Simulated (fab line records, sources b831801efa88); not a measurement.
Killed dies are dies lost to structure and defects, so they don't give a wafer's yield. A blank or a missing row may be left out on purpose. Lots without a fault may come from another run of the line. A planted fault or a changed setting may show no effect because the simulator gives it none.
fab line records | flow sfq_line
record lots=15 wafers=45 last_day=95
route steps=325 shown I1@86 I2@103 I3@134 I7@298
lots that met no fault: from a run of the same line without faults
start_h: hours from the record's first day to the start of the lot's first wafer shown | wait_h: hours since the lot's step before | " the same as in the row above | L1.1+2: a row that stands for several wafers | - no value, or no start given | * or withheld: withheld | < > ~ a bound
route shown NAME@n: a module of which the file shows steps, and the number in the route of the first | usual: mean/standard deviation of fault-free wafers | same: alike in all rows | chamber/n: place in a boat | sites: the reading at each site | _std_site: their standard deviation | _edge_site: outer sites' mean less inner sites' | radius_mm: how far each site lies from the wafer's centre | mask NAME#n: copy n | behind: the tool/chamber that last shaped the wafer | hold: why the lot was held/for how many hours/how that ended | device: the transistor (n, p or np) that didn't switch | end of line: the same wafers' tests at the end of the route | a step without rows: its recipe alone | killed: dies lost to structure and defects at the first sort, not the wafer's yield | map: a wafer's dies, x killed, . not, _ none there
set.NAME: the setting as run; set.NAME@STEP: as run at that earlier step | model.NAME: the simulator's own value behind a step, which no gauge read
steps of the route over a sample of lots; a table a step, a row a wafer
services: from which hour (start_h, from the record's first day; less than 0 if before it) a tool's chamber was out of use, for how many hours, and why
## steps
# step SFQ_TRILAYER_I1_VIA_STRIP_STRIP_053
# recipe gas=O2 power_w=200 platen_temp_c=40 overash_fraction=0.65 chemistry=O2 pressure_mtorr=50
# usual drypump_motor_current_A=5.8/0.31 oes_product_au=1.004/0.0074
# columns lot.wafer tool chamber start_h wait_h drypump_motor_current_A oes_product_au rf_hours_counter_h
L998.2 rie_metal-01 0 573.38 - 5.8 1.013 76
L998.3 " 0 " " 5.9 0.996 -
L998.4 " 1 " " 5.5 1.009 -
L999.3 rie_metal-02 0 576.18 - 5.4 1.004 -
L999.4 " 0 " " 5.4 1.010 -
L999.6 " 0 " " 5.4 0.998 -
L100.1 rie_metal-01 0 576.98 - 5.9 0.998 77
L100.4 " 1 " " 5.4 1.000 -
L100.5 " 1 " " 5.5 1.006 -
L101.1 rie_metal-02 1 579.38 - 6.3 1.003 1
L101.4 " 0 " " 5.4 1.000 -
L101.6 " 0 " " 5.4 1.004 -
L102.3 rie_metal-01 0 580.78 - 5.8 0.997 -
L102.4 " 1 " " 5.5 1.005 -
L102.5 " 0 " " 5.8 1.007 -
L103.1 rie_metal-04 1 582.98 - 6.1 0.995 110
L103.3 " 1 " " 6.1 0.994 -
L103.4 " 0 " " 6.2 1.024 -
L106.1 rie_metal-02 0 588.98 - 5.4 1.007 55
L106.4 " 1 " " 6.2 1.008 -
L106.5 " 0 " " 5.4 1.018 -
L107.1 rie_metal-01 0 590.18 - 5.9 1.006 78
L107.5 " 1 " " 5.5 1.003 -
L107.6 " 0 " " 5.9 1.008 -
L108.3 rie_metal-01 1 595.18 - 5.4 1.001 -
L108.4 " 0 " " 5.8 1.003 -
L108.5 " 1 " " 5.4 1.001 -
L109.2 rie_metal-02 0 597.38 - 5.4 1.007 56
L109.4 " 0 " " 5.4 1.002 -
L109.6 " 0 " " 5.4 1.011 -
L111.1 rie_metal-01 0 603.38 - 5.9 1.008 79
L111.3 " 1 " " 5.5 1.004 -
L111.4 " 0 " " 5.9 1.010 -
L115.2 rie_metal-01 1 621.50 - 5.5 0.998 92
L115.3 " 1 " " 5.5 1.003 -
L115.4 " 0 " " 5.8 1.006 -
L117.1 rie_metal-02 1 624.65 - 6.2 1.003 7
L117.2 " 0 " " 5.4 1.006 61
L117.5 " 0 " " 5.4 1.010 -
L119.2 rie_metal-04 0 935.31 - 6.3 0.999 134
L119.3 " 1 " " 6.1 1.006 -
L119.4 " 0 " " 6.3 1.006 -
L120.3 rie_metal-04 0 940.11 - 6.2 1.002 -
L120.4 " 1 " " 6.0 1.001 -
L120.6 " 0 " " 6.2 1.007 -
# step SFQ_TRILAYER_I2_DEP_PECVD_063
# recipe material=SiO2 temp_c=150 time_s=111.11 pressure_torr=2.4 rf_w=183.3 precursor=SiH4/N2O target_thk_nm=500
# usual heater_power_w=77/16 throttle_valve_pct=24.9/1.4
# columns lot.wafer tool chamber start_h wait_h heater_power_w throttle_valve_pct
L998.2 pecvd-02 0 749.48 0.0 56 25.3
L998.3 " 1 " " 79 25.1
L998.4 " 2 " " 95 24.9
L999.3 pecvd-03 1 751.10 0.0 94 27.4
L999.4 " 1 " " 97 27.2
L999.6 " 0 " " 77 24.4
L100.1 pecvd-01 2 753.50 0.0 81 23.8
L100.4 " 0 " " 74 24.1
L100.5 " 2 " " 89 24.4
L101.1 pecvd-02 1 755.90 0.0 75 25.2
L101.4 " 1 " " 81 25.3
L101.6 " 2 " " 100 25.0
L102.3 pecvd-03 0 757.10 0.0 81 24.6
L102.4 " 2 " " 54 26.0
L102.5 " 0 " " 89 24.6
L103.1 pecvd-01 0 760.28 0.0 76 23.7
L103.3 " 1 " " 75 22.5
L103.4 " 1 " " 79 22.7
L106.1 pecvd-01 1 765.50 0.0 71 22.5
L106.4 " 1 " " 75 22.3
L106.5 " 2 " " 84 24.0
L107.1 pecvd-02 2 766.70 0.0 97 24.9
L107.5 " 1 " " 82 25.5
L107.6 " 0 " " 54 25.4
L108.3 pecvd-03 1 772.86 0.0 90 27.5
L108.4 " 0 " " 83 24.2
L108.5 " 0 " " 86 24.4
L109.2 pecvd-01 0 775.48 0.0 73 24.0
L109.4 " 0 " " 76 24.1
L109.6 " 2 " " 74 24.2
L111.1 pecvd-01 1 777.88 0.0 84 22.7
L111.3 " 0 " " 76 23.9
L111.4 " 2 " " 82 24.2
L115.2 pecvd-01 2 783.88 0.0 85 24.5
L115.3 " 0 " " 70 23.9
L115.4 " 1 " " 82 22.5
L117.1 pecvd-01 1 786.90 0.0 77 22.5
L117.2 " 0 " " 76 23.9
L117.5 " 1 " " 82 22.7
L119.2 pecvd-02 1 940.58 0.0 72 25.5
L119.3 " 0 " " 49 25.7
L119.4 " 1 " " 76 25.3
L120.3 pecvd-03 1 953.33 0.0 87 22.5
L120.4 " 0 " " 89 23.1
L120.6 " 2 " " 37 23.1
# step SFQ_TRILAYER_I3_CMP_CMP_082
# recipe material=SiO2 down_force_psi=3 platen_rpm=60 pad_velocity_m_s=0.94248
# usual motor_current_A=10.1/1 retaining_ring_pressure_frac=1.000/0.0051 time_to_endpoint_s=213/8.5
# columns lot.wafer tool chamber start_h wait_h motor_current_A retaining_ring_pressure_frac time_to_endpoint_s
L998.2 cmp-01 2 1048.13 60.0 9.6 1.001 199
L998.4 " 3 " " 9.4 1.001 213
L998.3 " 1 1049.63 61.5 11.1 0.998 208
L999.4 cmp-02 0 1053.43 60.9 10.1 0.989 224
L999.3 " 1 " " 9.0 0.998 215
L999.6 " 2 " " 9.0 0.998 220
L100.4 cmp-01 1 1054.13 61.2 11.1 0.999 225
L100.1 " 2 " " 9.3 0.998 202
L100.5 " 1 1056.13 63.2 10.7 1.002 223
L101.4 cmp-02 2 1055.43 58.9 8.7 1.007 224
L101.1 " 1 1056.93 60.4 8.3 0.998 209
L101.6 " 3 1057.93 61.4 11.8 0.986 218
L102.4 cmp-01 0 1057.63 58.7 9.8 0.998 215
L102.3 " 1 " " 10.8 1.002 209
L102.5 " 0 1059.63 60.7 10.2 0.998 210
L103.4 cmp-02 0 1058.43 57.1 10.2 0.995 230
L103.1 " 1 " " 8.5 0.996 208
L103.3 " 3 1059.93 58.6 11.5 1.008 213
L106.1 cmp-01 0 1063.13 54.2 11.0 1.007 169
L106.4 " 3 1064.63 55.7 9.6 1.007 206
L106.5 " 1 1065.63 56.7 11.2 0.995 176
L107.1 cmp-01 1 1066.63 55.3 10.9 1.002 188
L107.5 " 0 1068.13 56.8 10.5 1.007 192
L107.6 " 1 " " 11.2 0.997 239
L108.4 cmp-01 1 1069.13 54.5 11.0 0.992 212
L108.3 " 2 " " 10.1 0.996 197
L108.5 " 1 1071.13 56.5 10.6 1.000 184
L109.2 cmp-02 3 1072.07 56.3 12.2 1.003 209
L109.4 " 2 1073.57 57.7 8.5 1.002 215
L109.6 " 0 1074.57 58.7 9.9 1.003 220
L111.3 cmp-02 3 1075.07 55.6 11.7 0.998 207
L111.1 " 0 " " 10.1 1.006 217
L111.4 " 1 " " 8.2 1.010 210
L115.4 cmp-02 0 1081.07 55.6 10.3 1.003 221
L115.3 " 2 1082.07 56.6 8.8 0.998 219
L115.2 " 3 " " 12.2 0.999 214
L117.2 cmp-02 1 1085.07 57.0 8.7 0.996 207
L117.1 " 2 " " 8.8 1.005 213
L117.5 " 3 " " 11.3 1.002 209
L119.3 cmp-02 3 1106.57 47.8 11.9 1.011 210
L119.4 " 0 " " 9.7 1.002 223
L119.2 " 1 " " 8.6 1.000 212
L120.3 cmp-02 3 1109.57 49.6 11.5 0.995 218
L120.4 " 0 " " 9.6 1.004 229
L120.6 " 3 1111.57 51.5 11.0 1.005 222
# step SFQ_TRILAYER_I3_METRO_MEASURE_083
# usual thk_nm=199.8/1.2
# columns lot.wafer tool chamber start_h wait_h thk_nm
L998.2 film_metro-04 - 1051.45 0.3 197.7
L998.3 " - " " 199.9
L998.4 " - " " 199.3
L999.3 film_metro-01 - 1055.95 0.5 200.2
L999.4 " - " " 201.0
L999.6 " - " " 200.8
L100.1 film_metro-04 - 1057.25 0.1 199.5
L100.4 " - " " 201.2
L100.5 " - " " 200.4
L101.1 film_metro-02 - 1058.55 0.1 201.0
L101.4 " - " " 201.8
L101.6 " - " " 201.1
L102.3 film_metro-01 - 1060.65 0.5 200.0
L102.4 " - " " 198.9
L102.5 " - " " 199.6
L103.1 film_metro-02 - 1061.55 0.1 200.0
L103.3 " - " " 199.4
L103.4 " - " " 201.8
L106.1 film_metro-02 - 1066.25 0.1 249.5
L106.4 " - " " 197.6
L106.5 " - " " 250.4
L107.1 film_metro-01 - 1069.25 0.1 250.6
L107.5 " - " " 250.9
L107.6 " - " " 202.0
L108.3 film_metro-02 - 1072.65 0.5 197.5
L108.4 " - " " 199.3
L108.5 " - " " 250.0
L109.2 film_metro-04 - 1075.39 0.3 199.9
L109.4 " - " " 201.8
L109.6 " - " " 201.9
L111.1 film_metro-02 - 1078.19 0.1 199.6
L111.3 " - " " 199.2
L111.4 " - " " 198.6
L115.2 film_metro-04 - 1084.39 0.3 199.2
L115.3 " - " " 200.9
L115.4 " - " " 201.0
L117.1 film_metro-02 - 1087.19 0.1 200.7
L117.2 " - " " 199.3
L117.5 " - " " 200.3
L119.2 film_metro-02 - 1109.39 0.3 198.7
L119.3 " - " " 198.3
L119.4 " - " " 200.0
L120.3 film_metro-04 - 1112.59 0.5 200.4
L120.4 " - " " 201.6
L120.6 " - " " 200.7
# step SFQ_TRILAYER_I3_VIA_ETCH_VIA_ETCH_088
# recipe target=SiO2 stop_on=Nb mask_material=PR taper_deg=20 chemistry=CHF3 target_depth_nm=260 source_w=500 bias_w=80 pressure_mtorr=30 time_s=withheld
# usual drypump_motor_current_A=5.6/0.49 oes_product_au=0.853/0.0055
# columns lot.wafer tool chamber start_h wait_h drypump_motor_current_A oes_product_au
L998.2 rie_diel-02 0 1163.72 0.0 5.6 0.852
L998.3 " 2 " " 5.1 0.858
L998.4 " 1 " " 5.9 0.850
L999.3 rie_diel-03 3 1169.72 0.0 5.9 0.853
L999.4 " 1 " " 5.8 0.857
L999.6 " 0 " " 5.7 0.857
L100.1 rie_diel-02 2 1170.92 0.0 5.1 0.852
L100.4 " 3 " " 6.0 0.855
L100.5 " 2 " " 5.1 0.852
L101.1 rie_diel-04 1 1173.32 0.0 5.6 0.849
L101.4 " 3 " " 4.9 0.851
L101.6 " 2 " " 4.7 0.857
L102.3 rie_diel-03 1 1175.72 0.0 5.7 0.850
L102.4 " 2 " " 5.5 0.859
L102.5 " 0 " " 5.7 0.852
L103.1 rie_diel-02 0 1179.45 0.0 5.6 0.852
L103.3 " 3 " " 6.0 0.855
L103.4 " 1 " " 5.9 0.854
L106.1 rie_diel-02 2 1185.45 0.0 5.1 0.967
L106.4 " 0 " " 5.6 0.846
L106.5 " 2 " " 5.1 0.973
L107.1 rie_diel-03 1 1190.37 0.0 5.8 0.970
L107.5 " 1 " " 5.7 0.975
L107.6 " 2 " " 5.5 0.862
L108.3 rie_diel-04 0 1192.77 0.0 6.6 0.848
L108.4 " 1 " " 5.6 0.842
L108.5 " 1 " " 5.6 0.984
L109.2 rie_diel-02 3 1196.37 0.0 6.0 0.851
L109.4 " 0 " " 5.6 0.854
L109.6 " 1 " " 5.9 0.849
L111.1 rie_diel-04 0 1198.77 0.0 6.6 0.853
L111.3 " 3 " " 5.0 0.846
L111.4 " 0 " " 6.6 0.854
L115.2 rie_diel-02 1 1205.97 0.0 5.9 0.858
L115.3 " 0 " " 5.6 0.865
L115.4 " 2 " " 5.1 0.860
L117.1 rie_diel-04 0 1208.37 0.0 6.5 0.851
L117.2 " 3 " " 4.9 0.846
L117.5 " 2 " " 4.7 0.851
L119.2 rie_diel-04 0 1228.90 0.0 6.6 0.851
L119.3 " 2 " " 4.7 0.852
L119.4 " 1 " " 5.6 0.864
L120.3 rie_diel-02 3 1233.70 0.0 6.0 0.851
L120.4 " 1 " " 5.9 0.854
L120.6 " 0 " " 5.6 0.861
# step SFQ_I7_BOW_MEAS_946
# recipe mode=bow
# usual I7_BOW=7/12
# columns lot.wafer tool chamber start_h wait_h I7_BOW[um]
L998.2 film_metro-03 - 1727.81 2.5 -4
L998.3 " - " " -11
L998.4 " - " " -9
L999.3 film_metro-02 - 1799.37 2.0 -20
L999.4 " - " " -18
L999.6 " - " " -16
L100.1 film_metro-03 - 1800.53 2.0 9
L100.4 " - " " 5
L100.5 " - " " -2
L101.1 film_metro-02 - 1847.33 1.5 7
L101.4 " - " " 0
L101.6 " - " " 4
L102.3 film_metro-04 - 1849.81 2.0 13
L102.4 " - " " 2
L102.5 " - " " 9
L103.1 film_metro-02 - 2010.28 1.5 26
L103.3 " - " " 27
L103.4 " - " " 20
L106.1 film_metro-03 - 2027.14 2.0 9
L106.4 " - " " 3
L106.5 " - " " 16
L107.1 film_metro-02 - 2036.14 2.5 11
L107.5 " - " " 4
L107.6 " - " " 3
L108.3 film_metro-03 - 2037.32 1.5 11
L108.4 " - " " -2
L108.5 " - " " 7
L109.2 film_metro-02 - 2039.16 1.0 -11
L109.4 " - " " -5
L109.6 " - " " 8
L111.1 film_metro-03 - 2046.28 2.0 -2
L111.3 " - " " -8
L111.4 " - " " -10
L115.2 film_metro-04 - 2066.16 1.0 15
L115.3 " - " " 8
L115.4 " - " " -5
L117.1 film_metro-02 - 2073.63 2.0 21
L117.2 " - " " 28
L117.5 " - " " 26
L119.2 film_metro-02 - 2103.85 2.5 15
L119.3 " - " " 23
L119.4 " - " " 16
L120.3 film_metro-02 - 2107.69 1.5 -13
L120.4 " - " " -15
L120.6 " - " " -17
## services
# columns tool chamber start_h hours kind
cmp-02 - 553.14 2.4 repair
pecvd-01 - 563.75 14.0 pm
film_metro-02 - 576.20 0.9 pm
pecvd-01 0 589.16 10.5 repair
pecvd-01 - 590.17 0.9 repair
pecvd-01 - 593.74 5.5 pm
film_metro-02 - 604.35 1.9 repair
cmp-02 - 606.86 1.3 repair
cmp-02 - 624.36 5.5 repair
cmp-02 - 624.37 1.2 repair
cmp-02 - 629.86 8.4 pm
cmp-02 - 658.28 0.8 repair
cmp-02 - 711.77 2.4 repair
cmp-02 - 725.91 0.4 repair
cmp-02 - 748.01 4.0 pm
cmp-02 - 788.50 4.7 pm
cmp-02 - 793.52 2.0 repair
cmp-02 - 846.71 2.4 repair
cmp-02 - 890.32 3.9 repair
cmp-02 - 909.70 22.7 repair
cmp-02 - 1064.43 7.6 pm
cmp-02 - 1090.07 4.0 pm
cmp-02 - 1157.07 5.8 pm
cmp-02 - 1226.86 10.2 repair
## key
first_sign step=SFQ_TRILAYER_I3_CMP_CMP_082 reading=time_to_endpoint_s direction=down sigmas=3.8 usual=* struck=*
effect step=SFQ_TRILAYER_I3_METRO_MEASURE_083 reading=thk_nm direction=up sigmas=43 usual=199.8 struck=250.3
effect step=SFQ_TRILAYER_I3_VIA_ETCH_VIA_ETCH_088 reading=oes_product_au direction=up sigmas=22 usual=0.853 struck=0.974
met_at SFQ_TRILAYER_I3_CMP_CMP_082
struck_lots L106,L107,L108
struck_wafers L106.1,L106.5,L107.1,L107.5,L108.5
not_acting_at SFQ_TRILAYER_I1_VIA_STRIP_STRIP_053,SFQ_TRILAYER_I2_DEP_PECVD_063,SFQ_I7_BOW_MEAS_946
fault kind=process_parameter_drift tool=cmp-01 chamber=- onset_h=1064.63 steps=SFQ_TRILAYER_I3_CMP_CMP_082 channel=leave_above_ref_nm offset=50 shape=step end_h=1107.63 scope=struck_wafers_only acts_in=these_recipes_only stated=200
